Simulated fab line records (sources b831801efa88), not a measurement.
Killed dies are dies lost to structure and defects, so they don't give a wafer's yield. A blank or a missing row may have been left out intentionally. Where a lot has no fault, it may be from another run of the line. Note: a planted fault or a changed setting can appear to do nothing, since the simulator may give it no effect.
Problem report in the 8D (eight disciplines) form, filled by code || flow gf180mcu || the parts of the form that need people (team, actions taken, sign-off) are left out

1. PROBLEM STATEMENT
VT_IMPLANT_2_TW at GF_VT_IMPLANT_TW_MEAS_21 reads a mean of 31 on 1 wafer of 1 lot; wafers without a fault read 1217 with a standard deviation of 15. That puts it -79 standard deviations away from the usual mean.
Seen first at day 8 22:16 on film metro-02, wafer L452.4. At this step, 38 wafers from 13 lots have a number in the record. Rule for "out" (also "out of limits"): further than 4 standard deviations from the usual mean. Any other wafer with a number is counted as sound.

2. WHAT IT IS, AND WHAT IT ISN'T
{"question": "which readings at this step", "is": "VT_IMPLANT_2_TW", "is not": "-"}
{"question": "which lots", "is": "L452", "is not": "L442, L443, L444, L445, L446, L447, L448, L449, L453, L462, L463, L464"}
{"question": "which wafers of those lots", "is": "L452.4", "is not": "L452.6"}
{"question": "read on which gauges", "is": "film metro-02", "is not": "film metro-03, film metro-04"}
{"question": "when", "is": "from day 8 22:16", "is not": "up to then (25 sound wafers); but 12 sound wafers of L453, L462, L463, L464 came after"}

3. THE SUSPECTS, EACH WITH WHAT RULES IT OUT
Counting: any tool at a process step up to the reading remains a suspect provided it ran every lot that is out. Sound lots after the first of them don't rule it out here, since some wafers of a struck lot are sound.
- the gauge at GF_VT_IMPLANT_TW_MEAS_21: kept. All the wafers that are out were read on film metro-02, and no step on other tools shows them out.
- litho track-02 at GF_VT_IMPLANT_DEVELOP_17 (develop time 60 s): kept. L452, the lot that is out, went through it at day 8 21:53; up to then, the latest sound lot through it was L449 at day 8 03:50.
After counting, litho track-02 at GF_VT_IMPLANT_DEVELOP_17 and film metro-02 at GF_VT_IMPLANT_TW_MEAS_21 remain.

4. THE CAUSE (what the simulator had put in)
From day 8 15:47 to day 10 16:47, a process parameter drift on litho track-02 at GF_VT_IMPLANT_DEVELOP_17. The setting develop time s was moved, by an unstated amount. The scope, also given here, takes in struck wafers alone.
2 suspects survive the count, and this tool is in that group.

5. THE EFFECT CHAIN, in route order
Each row: a reading whose mean over the struck wafers that have a number lies more than 3 standard deviations from the usual. Only readings whose record carries a usual standard deviation are examined. hours: median over the lots of the time between each lot's start at the first step of this table that gives one and its start at this step. sigmas: the change, counted in usual standard deviations.
{"hours": 0, "step": "GF_VT_IMPLANT_TW_MEAS_21", "reading": "VT_IMPLANT_2_TW", "usual": 1217, "on struck wafers": 31, "change": -1186, "sigmas": -79}
Later measuring or inspecting steps at which every struck wafer that the step has a row for has a number for every such reading, and none has moved that far: GF_VT_IMPLANT_OVL_MEAS_29.

6. WHAT WOULD HAVE CAUGHT IT SOONER
The first out-of-limits reading at a measuring or inspecting step in this record came at day 8 22:16, 6 hours after the fault's start at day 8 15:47.
By day 8 22:16 the whole set of lots that are out, 1 in number, had already begun GF_VT_IMPLANT_DEVELOP_17 on litho track-02. None of them would have been spared by holding the tool at that moment.
